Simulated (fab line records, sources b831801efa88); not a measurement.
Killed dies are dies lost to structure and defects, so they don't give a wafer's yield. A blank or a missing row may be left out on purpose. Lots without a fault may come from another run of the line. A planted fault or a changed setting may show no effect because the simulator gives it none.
Which tool did it? | flow sky130 | 11 lots, 33 wafers sampled, at 5 steps of a route of 708

WHAT THE GAUGES READ, wafer by wafer
SKY_VIA3_CD_MEAS_12: target cd 200 nm.
lot  | measured     | on        | cd_nm (nm)
L399 | day 39 18:08 | cd_sem-02 | 199.3 200.0 200.0
L402 | day 40 17:43 | cd_sem-02 | 198.7 198.3 197.9
L401 | day 40 17:50 | cd_sem-02 | 202.3 200.1 198.8
L408 | day 42 19:01 | cd_sem-02 | 200.4 199.8 199.3
L412 | day 43 21:31 | cd_sem-01 | 198.6 199.7 199.2
L411 | day 43 23:32 | cd_sem-01 | 199.1 200.4 200.9
L413 | day 44 02:32 | cd_sem-01 | 200.5 201.0 200.7
L415 | day 44 19:59 | cd_sem-01 | 201.5 199.1 202.1
L416 | day 44 21:16 | cd_sem-01 | 199.3 201.1 201.3
L420 | day 45 19:56 | cd_sem-02 | 201.5 201.6 201.5
L421 | day 45 19:57 | cd_sem-01 | 200.1 200.4 199.6

SKY_VIA3_OVL_MEAS_13.
lot  | measured     | on         | VIA3_OVL (nm)
L399 | day 39 18:15 | overlay-02 | 1 2 -1
L402 | day 40 17:50 | overlay-01 | -6 -12 -6
L401 | day 40 17:58 | overlay-01 | 6 5 -1
L408 | day 42 19:08 | overlay-01 | 2 10 11
L412 | day 43 21:38 | overlay-01 | 5 4 -2
L411 | day 43 23:39 | overlay-01 | 1 5 3
L413 | day 44 02:38 | overlay-01 | 2 -1 -4
L415 | day 44 20:05 | overlay-02 | 12 12 14
L416 | day 44 21:23 | overlay-02 | -6 -4 -7
L420 | day 45 20:03 | overlay-02 | 3 -11 2
L421 | day 45 20:02 | overlay-01 | 6 3 3

SKY_CAP2M_THK_MEAS_01.
lot  | measured     | on            | CAP2M_CVD_00_THK (nm)
L399 | day 39 19:59 | film_metro-02 | 15.63 15.21 15.32
L402 | day 40 19:26 | film_metro-03 | 15.67 15.63 15.94
L401 | day 40 19:44 | film_metro-03 | 15.36 15.26 15.29
L408 | day 42 20:43 | film_metro-04 | 15.07 15.75 14.50
L412 | day 43 23:39 | film_metro-03 | 15.08 15.17 15.01
L411 | day 44 01:35 | film_metro-03 | 15.21 15.80 15.50
L413 | day 44 04:13 | film_metro-04 | 15.36 15.35 15.54
L415 | day 44 21:40 | film_metro-03 | 15.30 15.17 15.25
L416 | day 44 23:21 | film_metro-02 | 15.14 15.25 15.44
L420 | day 45 21:43 | film_metro-02 | 15.60 15.18 15.98
L421 | day 45 21:38 | film_metro-04 | 15.86 16.01 16.05

WHICH TOOL RAN EACH LOT (tool, then ch and the chambers of the sampled wafers, then the start)
lot  | SKY_METAL4_SPUTTER_04        | SKY_CAP2M_CVD_00
L399 | pvd_sputter-01, day 39 19:55 | pecvd-01 ch 1,2, day 39 19:58
L402 | pvd_sputter-01, day 40 19:21 | pecvd-03 ch 0,1, day 40 19:24
L401 | pvd_sputter-03, day 40 19:39 | pecvd-01 ch 1,2, day 40 19:42
L408 | pvd_sputter-01, day 42 20:38 | pecvd-01 ch 0,2, day 42 20:41
L412 | pvd_sputter-03, day 43 23:35 | pecvd-03 ch 0,1, day 43 23:37
L411 | pvd_sputter-04, day 44 01:31 | pecvd-02 ch 1,2, day 44 01:34
L413 | pvd_sputter-01, day 44 04:08 | pecvd-03 ch 0,1, day 44 04:11
L415 | pvd_sputter-03, day 44 21:35 | pecvd-03 ch 0,1,2, day 44 21:38
L416 | pvd_sputter-01, day 44 23:17 | pecvd-03 ch 0,2, day 44 23:20
L420 | pvd_sputter-04, day 45 21:38 | pecvd-02 ch 0,1,2, day 45 21:41
L421 | pvd_sputter-03, day 45 21:32 | pecvd-01 ch 1,2, day 45 21:35
- SKY_METAL4_SPUTTER_04: material TiN, target thk 70 nm, time 58.3 s.
- SKY_CAP2M_CVD_00: deposits SiO2, target thk 15.5 nm.

WHAT THE TOOLS THEMSELVES READ (means of the sampled wafers that have a number; where no wafer has one, the mark that the record gives instead)
SKY_METAL4_SPUTTER_04.
lot  | tool           | throttle_valve_pct (%)
L399 | pvd_sputter-01 | 30.7
L402 | pvd_sputter-01 | 30.5
L401 | pvd_sputter-03 | 29.7
L408 | pvd_sputter-01 | 29.7
L412 | pvd_sputter-03 | 29.2
L411 | pvd_sputter-04 | 31.0
L413 | pvd_sputter-01 | 30.5
L415 | pvd_sputter-03 | 28.8
L416 | pvd_sputter-01 | 30.5
L420 | pvd_sputter-04 | 30.3
L421 | pvd_sputter-03 | 29.4

SKY_CAP2M_CVD_00.
lot  | tool     | heater_power_w (W)
L399 | pecvd-01 | 599
L402 | pecvd-03 | 710
L401 | pecvd-01 | 600
L408 | pecvd-01 | 700
L412 | pecvd-03 | 602
L411 | pecvd-02 | 788
L413 | pecvd-03 | 590
L415 | pecvd-03 | 654
L416 | pecvd-03 | 567
L420 | pecvd-02 | 792
L421 | pecvd-01 | 585

THE ANSWER, worked out from the rows above alone
Rule: what is usual is taken from the lots themselves. Put in order of their means at a reading, lots are off if they are a third of the lots or fewer, leave a main group of 4 or more, and stand apart from it by a gap of 3 or more times the standard deviation of the main group's means; of several such gaps the widest counts. A main group whose means are all the same, to the digits that the tables above print for the reading, isn't used. A lot without any number at a reading at which 4 lots or more have one is off too. The other lots that the step has rows for count as sound. The gauges are gone through in route order, then the tools' own readings, and for those a lot's mean is taken as printed above. The first step at which some lot is off is used, and at that step the reading that is off furthest; a lot without a number counts as furthest.
No lot is off at any reading shown: from this, nothing can be told.

WHAT THE SIMULATOR HAD PUT IN
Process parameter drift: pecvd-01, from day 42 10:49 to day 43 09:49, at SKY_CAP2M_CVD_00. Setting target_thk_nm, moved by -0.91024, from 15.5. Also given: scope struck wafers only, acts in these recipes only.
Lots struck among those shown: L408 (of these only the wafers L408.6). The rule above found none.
